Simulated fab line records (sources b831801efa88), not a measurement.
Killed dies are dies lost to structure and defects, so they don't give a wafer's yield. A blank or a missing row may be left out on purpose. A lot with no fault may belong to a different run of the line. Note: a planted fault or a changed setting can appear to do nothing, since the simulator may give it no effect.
A lot that was struck, set against a sound lot :: flow sky130 :: 15 steps out of a route of 708
Sound: wafers L791.3, L791.4, L791.6. The struck wafers were L805.2, L805.4, L805.5. Last of all comes the cause.
Per side, at each step with rows, come the tool, then ch with its chambers, and then its first start. Under that, the readings that differ: sound wafers :: struck wafers :: difference of the means :: sigmas: that difference in standard deviations of wafers without a fault.
alike: a reading whose means differ by less than 2 such deviations, as well as words and numbers matching on both sides. not compared: withheld readings; readings where some wafer has no value; bounds like >300 that might hide an equal value; numbers whose values overlap and for which the record gives no deviation.
The two part at a step that has a row with sigmas, a row that says differs or no value, or rows on one side only. When numbers do not overlap yet have no deviation, they are printed without sigmas and do not part them. A reading that every wafer of one side lacks parts them only if that side has two wafers or more.

SKY_CAP2M_SPUTTER_02: material TiN, target thk 200 nm, time 166.7 s.
  sound: pvd sputter-03 at day 39 13:14; struck: pvd sputter-03 at day 44 00:42
  alike: throttle valve pct
SKY_CAP2M_RS_MEAS_03: a four-point-probe measurement.
  sound: film metro-02 at day 39 13:23; struck: film metro-01 at day 44 00:50
  alike: CAP2M_TIN_RS
SKY_CAP2M_THK_MEAS_04: measures by xrf.
  sound: film metro-02 at day 39 13:29; struck: film metro-01 at day 44 00:56
  alike: CAP2M_TIN_THK
then, 7 steps without rows for these wafers: SKY_CAP2M_DEHYDRATE_05 (time 60 s); SKY_CAP2M_HMDS_06 (prime time 60 s); SKY_CAP2M_COAT_07 (resist thk 1140 nm); SKY_CAP2M_SOFTBAKE_08 (time 60 s); SKY_CAP2M_EXPOSE_09 (exposes mask CAP2M, target cd 1000 nm); SKY_CAP2M_PEB_10; SKY_CAP2M_DEVELOP_11 (develop time 60 s).
SKY_CAP2M_OVL_MEAS_12:
  sound: overlay-02 at day 40 14:00; struck: overlay-01 at day 44 22:26
reading: CAP2M_OVL (nm)
sound: -1.6 -1.3 -1.3
struck: 2.1 2.4 0.8
difference: +3.2
sigmas: +2
SKY_CAP2M_METAL_ETCH_13: etches TiN in Cl2/BCl3, stops on SiO2, target depth 220 nm, time 62.9 s.
  sound on rie metal-03 ch 0,1, day 40 14:02; struck on rie metal-04 ch 0,1, day 44 22:28
reading: drypump motor current A (A)
sound: 5.4 4.9 4.9
struck: 5.9 6.7 6.7
difference: +1.4
sigmas: +2
  alike: oes product au, throttle valve pct
  not compared: rf hours counter h
SKY_CAP2M_STRIP_14: strips in O2/N2.
  sound on plasma asher-04 ch 0,1, day 40 14:08; struck on plasma asher-04 ch 0,1, day 44 22:32
reading: o2 flow sccm (sccm)
sound: 2997 3019 3003
struck: 2404 2394 2405
difference: -605
sigmas: -68

reading: strip time to endpoint s (s)
sound: 12.69 12.63 12.68
struck: 12.80 12.80 12.81
difference: +0.14
sigmas: +3
  alike: drypump motor current A, oes product au
  not compared: rf hours counter h
then, 1 step without rows for these wafers: SKY_CAP2M_STRIP_15 (strips in post etch residue remover, time 1200 s).
-- the record jumps here: 4 days lie between the struck wafers' starts before and after (it left off in module CAP2M and takes up again in module PAD_OPEN, whose first step shown is number 708 of the route) --
SKY_PAD_OPEN_PROBE_99:
  sound: prober-02 at day 45 15:20; struck: prober-02 at day 49 04:30
  alike: defect limited yield, killed_at_M0_to_M3, killed_at_M4_up, killed at contacts, killed at front end, killed at other, killed dies, killed open, killed short, sort_bin_3_pad_short, sort_bin_5_function, sort_bin_6_memory, sort n pass, sort yield pct

WHERE THEY PART
Last at SKY_CAP2M_STRIP_14 as far as this record goes, first at SKY_CAP2M_OVL_MEAS_12. Later steps at which nothing parts them and some readings are alike: SKY_PAD_OPEN_PROBE_99.

WHY: whatever the simulator had introduced
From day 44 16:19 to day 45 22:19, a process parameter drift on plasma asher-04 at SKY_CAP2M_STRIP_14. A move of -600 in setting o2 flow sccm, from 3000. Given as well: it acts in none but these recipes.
